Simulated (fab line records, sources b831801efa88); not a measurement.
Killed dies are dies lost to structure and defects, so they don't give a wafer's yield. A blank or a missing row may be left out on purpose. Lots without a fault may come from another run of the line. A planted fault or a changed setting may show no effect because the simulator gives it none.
fab line records | flow sky130
record lots=6 wafers=18 last_day=50
route steps=708 shown VT_ADJUST_LVTN@116 VT_ADJUST_NCORE@119 VT_ADJUST_HVTR@131 PAD_OPEN@708
lots that met no fault: from a run of the same line without faults
start_h: hours from the record's first day to the start of the lot's first wafer shown | wait_h: hours since the lot's step before | " the same as in the row above | L1.1+2: a row that stands for several wafers | - no value, or no start given | * or withheld: withheld | < > ~ a bound
route shown NAME@n: a module of which the file shows steps, and the number in the route of the first | usual: mean/standard deviation of fault-free wafers | same: alike in all rows | chamber/n: place in a boat | sites: the reading at each site | _std_site: their standard deviation | _edge_site: outer sites' mean less inner sites' | radius_mm: how far each site lies from the wafer's centre | mask NAME#n: copy n | behind: the tool/chamber that last shaped the wafer | hold: why the lot was held/for how many hours/how that ended | device: the transistor (n, p or np) that didn't switch | end of line: the same wafers' tests at the end of the route | a step without rows: its recipe alone | killed: dies lost to structure and defects at the first sort, not the wafer's yield | map: a wafer's dies, x killed, . not, _ none there
set.NAME: the setting as run; set.NAME@STEP: as run at that earlier step | model.NAME: the simulator's own value behind a step, which no gauge read
lots at some steps of the route; a table a step, a row a wafer
services: from which hour (start_h, from the record's first day; less than 0 if before it) a tool's chamber was out of use, for how many hours, and why
## steps
# step SKY_VT_ADJUST_LVTN_IMPLANT_19
# recipe species=B energy_kev=30 dose_cm2=6.5e+11 tilt_deg=withheld
# step SKY_VT_ADJUST_LVTN_STRIP_20
# recipe chemistry=O2/N2 power_w=1400 pressure_mtorr=1500 platen_temp_c=withheld o2_flow_sccm=3000 n2_flow_sccm=300 overash_fraction=0.5
# usual drypump_motor_current_A=5.85/0.25 oes_product_au=0.716/0.0041 strip_time_to_endpoint_s=14.18/0.039
# columns lot.wafer tool chamber start_h wait_h drypump_motor_current_A oes_product_au rf_hours_counter_h strip_time_to_endpoint_s
L375.1 plasma_asher-01 0 174.90 0.1 6.23 0.721 48 14.13
L375.2 " 1 " " 5.91 0.706 48 14.13
L375.5 " 1 " " 5.92 0.721 - 14.14
L374.1 plasma_asher-03 0 175.43 0.1 5.52 0.710 6 14.14
L374.2 " 1 " " 5.60 0.719 6 14.17
L374.5 " 0 " " 5.48 0.714 - 14.12
L382.2 plasma_asher-03 0 226.98 0.1 5.50 0.721 11 14.19
L382.3 " 1 " " 5.56 0.720 - 14.17
L382.5 " 1 " " 5.57 0.708 - 14.18
L394.2 plasma_asher-01 1 307.12 0.1 5.92 0.723 63 14.16
L394.4 " 0 " " 6.24 0.716 - 14.15
L394.5 " 1 " " 5.91 0.713 - 14.13
L395.1 plasma_asher-01 0 313.67 0.1 6.23 0.714 64 14.21
L395.3 " 0 " " 6.23 0.716 - 14.20
L395.4 " 1 " " 5.86 0.715 - 14.23
L396.1 plasma_asher-02 0 317.87 0.1 6.02 0.709 52 14.19
L396.4 " 0 " " 6.03 0.724 - 14.22
L396.6 " 0 " " 6.04 0.714 - 14.19
# step SKY_VT_ADJUST_LVTN_TW_MEAS_21
# usual VT_ADJUST_LVTN_2_TW=188.0/1.3
# columns lot.wafer tool chamber start_h wait_h VT_ADJUST_LVTN_2_TW
L375.1 film_metro-02 - 175.00 0.1 187.7
L375.2 " - " " 187.1
L375.5 " - " " 186.4
L374.1 film_metro-01 - 175.53 0.1 189.9
L374.2 " - " " 187.5
L374.5 " - " " 188.6
L382.2 film_metro-01 - 227.09 0.1 188.4
L382.3 " - " " 188.6
L382.5 " - " " 188.9
L394.2 film_metro-01 - 307.23 0.1 190.8
L394.4 " - " " 190.4
L394.5 " - " " 190.9
L395.1 film_metro-01 - 313.77 0.1 188.6
L395.3 " - " " 188.8
L395.4 " - " " 188.1
L396.1 film_metro-01 - 317.97 0.1 187.7
L396.4 " - " " 188.7
L396.6 " - " " 188.0
# step SKY_VT_ADJUST_NCORE_DEHYDRATE_00
# recipe temp_c=200 time_s=60
# step SKY_VT_ADJUST_NCORE_HMDS_01
# recipe prime_time_s=60 prime_temp_c=120
# step SKY_VT_ADJUST_NCORE_COAT_02
# recipe resist=NOVOLAK spin_rpm=3000 resist_thk_nm=1140
# step SKY_VT_ADJUST_NCORE_SOFTBAKE_03
# recipe temp_c=90 time_s=60 resist=NOVOLAK
# step SKY_VT_ADJUST_NCORE_EXPOSE_04
# recipe mask_id=LVTN_COMPLEMENT_THIN na=0.6 source_shape=conventional sigma_outer=0.6 polarization=unpolarized target_cd_nm=380 dose_mj=139
# step SKY_VT_ADJUST_NCORE_PEB_05
# recipe temp_c=withheld time_s=* resist=NOVOLAK
# step SKY_VT_ADJUST_NCORE_DEVELOP_06
# recipe resist=NOVOLAK developer=TMAH develop_time_s=60 dev_temp_c=23.71
# step SKY_VT_ADJUST_NCORE_CD_MEAS_07
# recipe target_cd_nm=380
# usual cd_nm=380.1/2.2
# columns lot.wafer tool chamber start_h wait_h cd_nm
L375.1 cd_sem-02 - 196.28 0.1 379.0
L375.2 " - " " 380.2
L375.5 " - " " 382.1
L374.1 cd_sem-01 - 196.58 0.1 380.4
L374.2 " - " " 381.7
L374.5 " - " " 383.3
L382.2 cd_sem-01 - 250.31 0.1 374.3
L382.3 " - " " 377.3
L382.5 " - " " 374.4
L394.2 cd_sem-02 - 331.92 0.1 377.9
L394.4 " - " " 378.6
L394.5 " - " " 378.4
L395.1 cd_sem-01 - 339.83 0.1 378.3
L395.3 " - " " 378.1
L395.4 " - " " 379.6
L396.1 cd_sem-01 - 343.05 0.1 380.6
L396.4 " - " " 381.4
L396.6 " - " " 380.6
# step SKY_VT_ADJUST_NCORE_OVL_MEAS_08
# usual VT_ADJUST_NCORE_OVL=-0.2/1.4
# columns lot.wafer tool chamber start_h wait_h VT_ADJUST_NCORE_OVL[nm]
L375.1 overlay-02 - 196.40 0.1 1.1
L375.2 " - " " 1.9
L375.5 " - " " -0.4
L374.1 overlay-02 - 196.70 0.1 -2.4
L374.2 " - " " -0.8
L374.5 " - " " -1.9
L382.2 overlay-02 - 250.42 0.1 -0.4
L382.3 " - " " -0.5
L382.5 " - " " -0.1
L394.2 overlay-01 - 332.03 0.1 1.4
L394.4 " - " " 2.2
L394.5 " - " " 0.9
L395.1 overlay-02 - 339.95 0.1 0.5
L395.3 " - " " 0.8
L395.4 " - " " 2.4
L396.1 overlay-01 - 343.17 0.1 1.4
L396.4 " - " " -1.0
L396.6 " - " " 0.5
# step SKY_VT_ADJUST_NCORE_IMPLANT_09
# recipe species=B energy_kev=10 dose_cm2=2.4e+12 tilt_deg=withheld
# usual beam_energy_keV=10.000/0.0029
# columns lot.wafer tool chamber start_h wait_h beam_energy_keV model.implant.rp_nm model.implant.drp_nm
L375.1 implanter-02 0 196.44 0.0 9.9976 33.22 17.11
L375.2 " 0 " " 9.9994 33.22 17.11
L375.5 " 0 " " 9.9970 33.22 17.11
L374.1 implanter-01 0 196.74 0.0 9.9988 34.39 17.11
L374.2 " 0 " " 9.9992 34.39 17.11
L374.5 " 0 " " 9.9985 34.39 17.11
L382.2 implanter-03 0 250.47 0.0 10.003 32.88 17.11
L382.3 " 0 " " 9.9982 32.88 17.11
L382.5 " 0 " " 9.9968 32.88 17.11
L394.2 implanter-02 0 332.09 0.0 12.556 40.94 20.16
L394.4 " 0 " " 12.558 40.94 20.16
L394.5 " 0 " " 12.560 40.94 20.16
L395.1 implanter-02 0 339.99 0.0 12.559 41.72 20.16
L395.3 " 0 " " 12.558 41.72 20.16
L395.4 " 0 " " 12.559 41.72 20.16
L396.1 implanter-01 0 343.21 0.0 10.004 32.17 17.11
L396.4 " 0 " " 9.9984 32.17 17.11
L396.6 " 0 " " 10.002 32.17 17.11
# step SKY_VT_ADJUST_NCORE_STRIP_10
# recipe chemistry=O2/N2 power_w=1400 pressure_mtorr=1500 platen_temp_c=withheld o2_flow_sccm=3000 n2_flow_sccm=300 overash_fraction=0.5
# usual drypump_motor_current_A=5.87/0.3 oes_product_au=0.716/0.0044 strip_time_to_endpoint_s=14.17/0.042
# columns lot.wafer tool chamber start_h wait_h drypump_motor_current_A oes_product_au rf_hours_counter_h strip_time_to_endpoint_s
L375.1 plasma_asher-02 0 196.59 0.1 6.03 0.710 39 14.15
L375.2 " 1 " " 5.71 0.712 39 14.15
L375.5 " 1 " " 5.72 0.720 - 14.17
L374.1 plasma_asher-01 0 196.89 0.1 6.24 0.718 50 14.16
L374.2 " 1 " " 5.83 0.724 50 14.12
L374.5 " 0 " " 6.22 0.723 - 14.17
L382.2 plasma_asher-04 0 250.60 0.1 5.58 0.712 55 14.19
L382.3 " 1 " " 5.17 0.715 - 14.20
L382.5 " 1 " " 5.20 0.709 - 14.25
L394.2 plasma_asher-01 0 332.21 0.1 6.24 0.711 66 14.14
L394.4 " 0 " " 6.23 0.721 - 14.13
L394.5 " 1 " " 5.91 0.717 - 14.15
L395.1 plasma_asher-04 1 340.14 0.1 5.12 0.711 62 14.12
L395.3 " 1 " " 5.12 0.715 - 14.14
L395.4 " 0 " " 5.59 0.710 - 14.10
L396.1 plasma_asher-02 1 343.36 0.1 5.71 0.717 55 14.15
L396.4 " 0 " " 5.97 0.719 - 14.13
L396.6 " 1 " " 5.71 0.715 - 14.14
# step SKY_VT_ADJUST_NCORE_TW_MEAS_11
# usual VT_ADJUST_NCORE_TW=218.7/1.3
# columns lot.wafer tool chamber start_h wait_h VT_ADJUST_NCORE_TW
L375.1 film_metro-03 - 196.69 0.1 217.5
L375.2 " - " " 217.3
L375.5 " - " " 218.0
L374.1 film_metro-04 - 196.99 0.1 217.7
L374.2 " - " " 217.4
L374.5 " - " " 218.9
L382.2 film_metro-01 - 250.71 0.1 221.4
L382.3 " - " " 221.4
L382.5 " - " " 221.4
L394.2 film_metro-01 - 332.32 0.1 231.3
L394.4 " - " " 232.0
L394.5 " - " " 231.0
L395.1 film_metro-03 - 340.24 0.1 229.8
L395.3 " - " " 229.1
L395.4 " - " " 230.8
L396.1 film_metro-03 - 343.46 0.1 218.6
L396.4 " - " " 218.8
L396.6 " - " " 217.8
# step SKY_VT_ADJUST_HVTR_DEHYDRATE_00
# recipe temp_c=200 time_s=60
# step SKY_PAD_OPEN_PROBE_99
# usual killed_at_M0_to_M3=43/6.6 killed_at_M4_up=2.9/1.8 killed_at_contacts=25/5.3 killed_at_front_end=15/4.1 killed_at_other=0.3/0.6 killed_dies=86/8.8 killed_open=47/6.7 killed_short=39/6.2
# same gross_dies=492 killed_at_back_side=0
# columns lot.wafer tool chamber start_h wait_h killed_at_M0_to_M3 killed_at_M4_up killed_at_contacts killed_at_front_end killed_at_other killed_dies killed_open killed_short model.etest.nfet_16v.r_on_ohm_um model.etest.res_pwell_under_gate.rs_ohm_sq model.etest.pfet_g5v0d10v5.off_log10_a_um model.etest.pfet_g5v0d10v5.vt_sat_v model.etest.pfet_16v.vt_v model.etest.pfet_g5v0d10v5.vt_long_v model.etest.nfet_g5v0d10v5.body_rise_v model.etest.nfet_16v.body_rise_v
L374.1 prober-02 - 1089.06 0.1 39 0 30 15 2 86 45 41 1.4e+04 2284 -12.86 -0.6745 -1.103 -0.9315 0.6668 0.6646
L374.2 prober-02 - 1089.11 0.1 36 2 32 18 0 88 49 39 1.388e+04 2276 -12.29 -0.6208 -1.094 -0.931 0.6551 0.6521
L374.5 prober-02 - 1089.26 0.2 46 3 24 16 0 89 47 41 1.387e+04 2267 -12.66 -0.6565 -1.096 -0.927 0.6621 0.6578
L375.1 prober-01 - 1092.30 0.1 40 5 22 12 0 79 44 35 1.417e+04 2255 -11.94 -0.5624 -1.047 -0.8821 0.67 0.6687
L375.2 prober-01 - 1092.35 0.1 33 4 28 14 0 79 50 29 1.438e+04 2260 -11.85 -0.5657 -1.052 -0.8907 0.6716 0.67
L375.5 prober-01 - 1092.50 0.2 48 3 21 16 0 88 49 39 1.427e+04 2260 -11.85 -0.5629 -1.054 -0.8871 0.6687 0.6658
L382.2 prober-01 - 1136.19 0.1 39 4 34 11 0 88 46 42 1.406e+04 2296 -12.46 -0.6025 -1.08 -0.9129 0.6739 0.6735
L382.3 prober-01 - 1136.24 0.2 35 2 13 12 0 62 37 25 1.41e+04 2308 -12.48 -0.6211 -1.087 -0.9216 0.68 0.6775
L382.5 prober-01 - 1136.34 0.2 59 1 35 10 1 106 60 46 1.417e+04 2307 -12.59 -0.6275 -1.088 -0.9194 0.6804 0.6785
L394.2 prober-01 - 1199.14 0.1 41 0 33 11 2 87 45 41 1.427e+04 2272 -12.49 -0.6289 -1.095 -0.927 0.6909 0.6886
L394.4 prober-01 - 1199.24 0.2 43 2 26 7 1 79 38 40 1.436e+04 2280 -11.71 -0.5836 -1.088 -0.9209 0.7007 0.697
L394.5 prober-01 - 1199.29 0.2 45 3 29 19 1 97 58 38 1.439e+04 2262 -12.07 -0.5924 -1.092 -0.9303 0.6979 0.6966
L395.1 prober-02 - 1200.63 0.1 44 3 23 15 0 85 48 37 1.48e+04 2229 -11.16 -0.5174 -1.02 -0.8712 0.6892 0.6897
L395.3 prober-02 - 1200.73 0.2 43 0 26 20 0 89 54 35 1.504e+04 2225 -11.16 -0.5146 -1.014 -0.86 0.7085 0.7042
L395.4 prober-02 - 1200.78 0.2 56 2 28 20 1 107 60 47 1.482e+04 2248 -11.4 -0.5345 -1.02 -0.8785 0.6941 0.6916
L396.1 prober-01 - 1201.15 0.1 40 1 23 23 0 87 50 37 1.385e+04 2277 -12.5 -0.6284 -1.073 -0.9032 0.649 0.6456
L396.4 prober-01 - 1201.30 0.2 49 3 34 20 0 106 58 47 1.392e+04 2283 -12.3 -0.6184 -1.082 -0.9175 0.6513 0.6498
L396.6 prober-01 - 1201.40 0.2 47 1 14 23 0 85 47 38 1.366e+04 2292 -12.22 -0.6085 -1.081 -0.9101 0.6487 0.6459
# killed by level:class
L374.1 LI_CONTACT:geometric_particle:open=11 VIA1:geometric_particle:open=8 CONTACT:geometric_particle:open=7 METAL1:geometric_particle:short=7 VIA1:geometric_particle:short=6 FIELD_ISO:geometric_particle:open=5 VIA3:geometric_particle:short=5 LOCAL_INTERCONNECT:geometric_particle:short=4
L374.2 CONTACT:geometric_particle:open=12 VIA1:geometric_particle:open=12 FIELD_ISO:geometric_particle:open=6 LI_CONTACT:geometric_particle:open=6 LOCAL_INTERCONNECT:geometric_particle:short=6 FIELD_ISO:geometric_particle:short=5 METAL2:geometric_particle:short=5 VIA2:geometric_particle:open=5
L374.5 VIA3:geometric_particle:open=9 VIA2:geometric_particle:open=8 LI_CONTACT:geometric_particle:open=7 VIA1:geometric_particle:short=7 VIA1:geometric_particle:open=6 METAL1:geometric_particle:short=6 CONTACT:geometric_particle:open=5 FIELD_ISO:geometric_particle:open=4
L375.1 CONTACT:geometric_particle:open=11 METAL1:geometric_particle:short=7 VIA2:geometric_particle:open=6 LI_CONTACT:geometric_particle:open=5 VIA1:geometric_particle:open=5 METAL2:geometric_particle:short=5 VIA3:geometric_particle:open=5 FIELD_ISO:geometric_particle:open=4
L375.2 LI_CONTACT:geometric_particle:open=9 CONTACT:geometric_particle:open=9 VIA1:geometric_particle:open=6 METAL2:geometric_particle:short=5 VIA2:geometric_particle:open=5 VIA3:geometric_particle:open=5 POLY_GATE:geometric_particle:open=3 SPACER:geometric_particle:open=3
L375.5 VIA1:geometric_particle:open=13 CONTACT:geometric_particle:open=10 VIA2:geometric_particle:open=8 LOCAL_INTERCONNECT:geometric_particle:short=5 METAL2:geometric_particle:short=5 POLY_GATE:geometric_particle:short=4 VIA3:geometric_particle:open=4 VIA3:geometric_particle:short=4
L382.2 CONTACT:geometric_particle:open=11 LI_CONTACT:geometric_particle:open=10 METAL2:geometric_particle:short=8 VIA1:geometric_particle:open=7 FIELD_ISO:geometric_particle:open=6 CONTACT:geometric_particle:short=6 VIA3:geometric_particle:open=5 METAL1:geometric_particle:short=5
L382.3 VIA3:geometric_particle:open=10 LI_CONTACT:geometric_particle:open=8 METAL2:geometric_particle:short=6 VIA1:geometric_particle:open=5 VIA1:geometric_particle:short=4 FIELD_ISO:geometric_particle:open=3 METAL1:geometric_particle:short=3 CONTACT:geometric_particle:open=2
L382.5 VIA3:geometric_particle:open=15 METAL2:geometric_particle:short=11 CONTACT:geometric_particle:open=11 LI_CONTACT:geometric_particle:open=10 VIA1:geometric_particle:open=9 CONTACT:geometric_particle:short=6 VIA1:geometric_particle:short=6 FIELD_ISO:geometric_particle:open=5
L394.2 LOCAL_INTERCONNECT:geometric_particle:short=9 CONTACT:geometric_particle:open=9 VIA1:geometric_particle:open=9 VIA2:geometric_particle:open=8 METAL2:geometric_particle:short=7 LI_CONTACT:geometric_particle:open=5 CONTACT:geometric_particle:short=5 VIA1:geometric_particle:short=5
L394.4 VIA1:geometric_particle:open=10 CONTACT:geometric_particle:open=9 METAL2:geometric_particle:short=9 VIA1:geometric_particle:short=7 LI_CONTACT:geometric_particle:open=6 LOCAL_INTERCONNECT:geometric_particle:short=5 CONTACT:geometric_particle:short=5 VIA3:geometric_particle:open=4
L394.5 VIA1:geometric_particle:open=12 LI_CONTACT:geometric_particle:open=11 CONTACT:geometric_particle:open=10 VIA2:geometric_particle:open=8 POLY_GATE:geometric_particle:short=5 METAL1:geometric_particle:short=5 FIELD_ISO:geometric_particle:open=4 LOCAL_INTERCONNECT:geometric_particle:short=4
L395.1 VIA1:geometric_particle:open=12 VIA3:geometric_particle:open=10 CONTACT:geometric_particle:short=7 LOCAL_INTERCONNECT:geometric_particle:short=6 CONTACT:geometric_particle:open=6 FIELD_ISO:geometric_particle:open=4 LI_CONTACT:geometric_particle:open=4 VIA1:geometric_particle:short=4
L395.3 CONTACT:geometric_particle:open=12 METAL1:geometric_particle:short=11 VIA1:geometric_particle:open=8 POLY_GATE:geometric_particle:open=7 LI_CONTACT:geometric_particle:open=7 FIELD_ISO:geometric_particle:open=5 VIA3:geometric_particle:open=5 CONTACT:geometric_particle:short=4
L395.4 CONTACT:geometric_particle:open=14 VIA1:geometric_particle:open=12 METAL2:geometric_particle:short=11 VIA3:geometric_particle:open=10 VIA1:geometric_particle:short=7 METAL1:geometric_particle:short=7 LOCAL_INTERCONNECT:geometric_particle:short=6 FIELD_ISO:geometric_particle:open=5
L396.1 VIA1:geometric_particle:open=11 VIA2:geometric_particle:open=10 CONTACT:geometric_particle:open=8 METAL1:geometric_particle:short=7 FIELD_ISO:geometric_particle:short=6 FIELD_ISO:geometric_particle:open=6 CONTACT:geometric_particle:short=6 POLY_GATE:geometric_particle:open=5
L396.4 VIA1:geometric_particle:open=13 CONTACT:geometric_particle:open=12 METAL2:geometric_particle:short=10 VIA3:geometric_particle:open=9 CONTACT:geometric_particle:short=9 LI_CONTACT:geometric_particle:open=6 VIA1:geometric_particle:short=6 POLY_GATE:geometric_particle:short=5
L396.6 VIA2:geometric_particle:open=8 VIA1:geometric_particle:open=8 FIELD_ISO:geometric_particle:open=7 CONTACT:geometric_particle:open=7 METAL1:geometric_particle:short=6 VIA1:geometric_particle:short=6 METAL2:geometric_particle:short=6 FIELD_ISO:geometric_particle:short=4
## services
# columns tool chamber start_h hours kind
implanter-01 - 153.36 3.4 pm
implanter-03 - 153.86 6.8 repair
implanter-01 - 178.65 1.5 repair
plasma_asher-01 - 182.93 1.9 repair
plasma_asher-04 - 185.72 7.8 repair
plasma_asher-03 - 209.46 1.9 repair
plasma_asher-04 - 230.33 0.5 repair
implanter-03 - 246.40 3.8 pm
implanter-03 - 254.69 5.1 pm
plasma_asher-04 - 263.95 2.2 repair
plasma_asher-04 - 265.72 11.3 repair
plasma_asher-03 - 291.60 52.8 repair
plasma_asher-04 - 296.36 1.9 repair
plasma_asher-04 - 303.28 8.2 repair
implanter-02 - 306.82 3.0 repair
implanter-02 - 316.51 4.7 repair
implanter-01 - 319.02 2.4 repair
implanter-02 - 321.23 3.6 pm
plasma_asher-01 - 342.54 4.0 pm
## key
first_sign step=SKY_VT_ADJUST_NCORE_IMPLANT_09 reading=beam_energy_keV direction=up sigmas=99+ usual=* struck=*
effect step=SKY_VT_ADJUST_NCORE_TW_MEAS_11 reading=VT_ADJUST_NCORE_TW direction=up sigmas=9 usual=218.7 struck=230.7
model_effect step=SKY_VT_ADJUST_NCORE_IMPLANT_09 value=implant.rp_nm without=32.99 struck=41.33
model_effect step=SKY_PAD_OPEN_PROBE_99 value=etest.nfet_16v.r_on_ohm_um without=1.413e+04 struck=1.461e+04
met_at SKY_VT_ADJUST_NCORE_IMPLANT_09
struck_wafers L394.2,L394.4,L394.5,L395.1,L395.3,L395.4
tester_left_out L394,L395
onset_between 196.44 332.09
fault kind=process_parameter_drift tool=implanter-02 chamber=- onset_h=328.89 steps=SKY_VT_ADJUST_NCORE_IMPLANT_09 channel=energy_kev offset=* shape=step end_h=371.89 acts_in=* stated=*
# tester_left_out: of these lots the tester's yield and bins aren't shown, on N5 and GAA mostly nor the transistor test; their killed dies are dies lost to structure and defects alone, not to doping, threshold or leakage, so they don't give the yield
